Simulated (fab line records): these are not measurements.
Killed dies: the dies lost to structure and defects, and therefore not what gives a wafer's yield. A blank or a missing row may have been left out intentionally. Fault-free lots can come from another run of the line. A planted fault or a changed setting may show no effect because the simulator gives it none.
fab line records ; flow sfq-line
[record] lots = 15; wafers = 45; last-day = 82
route steps=325 shown M5@201
lots untouched by any fault: they come from a run of this same line in which no faults occurred
start-h: the number of hours between the record's first day and the start of the first shown wafer of the lot ; wait-h: hours since the lot's step before ; " repeats the value in the row above ; L1.1+2: a single row standing in for several wafers ; - value missing, or start not given ; * or withheld: withheld ; < > ~ a bound
route shown NAME@n: NAME is a module with steps in the file, n the number in the route of the first one ; usual: mean and standard deviation over wafers with no fault ; same: alike in all rows ; chamber/n: place in a boat ; sites: readings site by site ; _std_site: their standard deviation ; _edge_site: mean of outer sites minus mean of inner sites ; radius-mm: how far each site lies from the wafer's centre ; mask NAME#n: copy n ; behind: the last tool/chamber to shape the wafer ; hold: cause of the lot's hold/its duration in hours/its outcome ; device: whichever transistor did not switch (one of n, p or np) ; end of line: tests of these same wafers at the route's end ; a step with no rows: only its recipe ; killed: dies lost to structure and defects at the first sort, not the wafer's yield ; map: dies across one wafer; x = killed, . = not, _ = none there
set.NAME: setting as actually run; set.NAME@STEP: the setting as run at that earlier step ; model.NAME: the simulator's own value behind a step, which no gauge read
the route's steps for a sample of lots (tables are steps, rows are wafers)
services: the hour from which a tool's chamber was out of use, counted from the record's first day as start-h (under 0 if before that day), plus the number of hours and why
[[steps]]
[step SFQ_TRILAYER_M5_LITHO_EXPOSE_124]
[recipe] mask-id = M5; na = 0.6; source-shape = conventional; sigma-outer = 0.65; target-cd-nm = 700; dose-mj = 14.4
[usual] exposure-dose-mJ-cm2 = 14.402/0.015; focus-offset-nm = 0.0/0.54
lot.wafer;tool;chamber;start-h;wait-h;mask;exposure-dose-mJ-cm2;focus-offset-nm
L110.1;krf-scanner-02;0;1379.07;-;M5#0;14.388;0.9
L110.2;krf-scanner-02;0;1379.07;-;M5#0;14.382;1.0
L110.5;krf-scanner-02;0;1379.07;-;M5#0;14.412;-0.6
L111.1;krf-scanner-02;0;1381.47;-;M5#0;14.399;-0.8
L111.2;krf-scanner-02;0;1381.47;-;M5#0;14.394;-0.3
L111.3;krf-scanner-02;0;1381.47;-;M5#0;14.388;-1.3
L112.2;krf-scanner-02;0;1382.87;-;M5#0;14.386;0.8
L112.4;krf-scanner-02;0;1382.87;-;M5#0;14.377;0.3
L112.6;krf-scanner-02;0;1382.87;-;M5#0;14.416;1.0
L116.3;krf-scanner-02;0;1402.27;-;M5#0;14.432;0.6
L116.4;krf-scanner-02;0;1402.27;-;M5#0;14.435;0.1
L116.6;krf-scanner-02;0;1402.27;-;M5#0;14.425;1.0
L122.1;krf-scanner-02;-;1454.67;-;M5#0;-;-
L122.3;krf-scanner-02;-;1454.67;-;M5#0;-;-
L122.4;krf-scanner-02;-;1454.67;-;M5#0;-;-
L123.3;krf-scanner-02;-;1463.47;-;M5#0;-;-
L123.4;krf-scanner-02;-;1463.47;-;M5#0;-;-
L123.5;krf-scanner-02;-;1463.47;-;M5#0;-;-
L124.2;krf-scanner-02;-;1466.87;-;M5#0;-;-
L124.4;krf-scanner-02;-;1466.87;-;M5#0;-;-
L124.5;krf-scanner-02;-;1466.87;-;M5#0;-;-
L125.2;krf-scanner-02;0;1471.67;-;M5#0;14.411;-0.4
L125.5;krf-scanner-02;0;1471.67;-;M5#0;14.389;-0.8
L125.6;krf-scanner-02;0;1471.67;-;M5#0;14.402;0.0
L127.3;krf-scanner-02;0;1516.27;-;M5#0;14.426;0.2
L127.5;krf-scanner-02;0;1516.27;-;M5#0;14.411;-0.1
L127.6;krf-scanner-02;0;1516.27;-;M5#0;14.400;-0.1
L128.1;krf-scanner-02;0;1521.87;-;M5#0;14.414;0.3
L128.2;krf-scanner-02;0;1521.87;-;M5#0;14.406;-0.4
L128.3;krf-scanner-02;0;1521.87;-;M5#0;14.419;-0.7
L129.1;krf-scanner-02;0;1536.27;-;M5#0;14.402;-0.3
L129.5;krf-scanner-02;0;1536.27;-;M5#0;14.411;-0.6
L129.6;krf-scanner-02;0;1536.27;-;M5#0;14.387;-0.8
L130.1;krf-scanner-02;0;1628.07;-;M5#0;14.393;0.1
L130.3;krf-scanner-02;0;1628.07;-;M5#0;14.414;-0.2
L130.5;krf-scanner-02;0;1628.07;-;M5#0;14.409;-0.6
L131.1;krf-scanner-02;0;1635.27;-;M5#0;14.418;-0.1
L131.2;krf-scanner-02;0;1635.27;-;M5#0;14.399;-0.1
L131.5;krf-scanner-02;0;1635.27;-;M5#0;14.405;0.1
L132.2;krf-scanner-02;0;1637.87;-;M5#0;14.406;1.0
L132.4;krf-scanner-02;0;1637.87;-;M5#0;14.395;0.3
L132.6;krf-scanner-02;0;1637.87;-;M5#0;14.398;-0.3
L133.2;krf-scanner-02;0;1641.47;-;M5#0;14.408;-0.6
L133.3;krf-scanner-02;0;1641.47;-;M5#0;14.372;0.6
L133.4;krf-scanner-02;0;1641.47;-;M5#0;14.412;0.1
[[services]]
tool;chamber;start-h;hours;kind
krf-scanner-02;-;1359.13;0.8;repair
krf-scanner-02;-;1366.29;1.0;pm
krf-scanner-02;-;1368.13;1.3;pm
krf-scanner-02;-;1371.13;0.8;pm
krf-scanner-02;-;1554.27;1.0;pm
krf-scanner-02;-;1567.27;4.0;pm
krf-scanner-02;-;1571.29;0.8;pm
krf-scanner-02;-;1572.04;1.3;pm
krf-scanner-02;-;1582.94;4.4;pm
krf-scanner-02;-;1587.31;3.6;pm
[[key]]
[first-sign] step = SFQ_TRILAYER_M5_LITHO_EXPOSE_124; reading = tool-record; direction = missing
effect none on later readings
met-at SFQ_TRILAYER_M5_LITHO_EXPOSE_124
struck-lots L122,L123,L124
onset-between 1402.27 1454.67
[fault] kind = skipped-step-whole; tool = krf-scanner-02; chamber = -; onset-h = 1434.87; steps = SFQ_TRILAYER_M5_LITHO_EXPOSE_124; scope = struck-lots-only
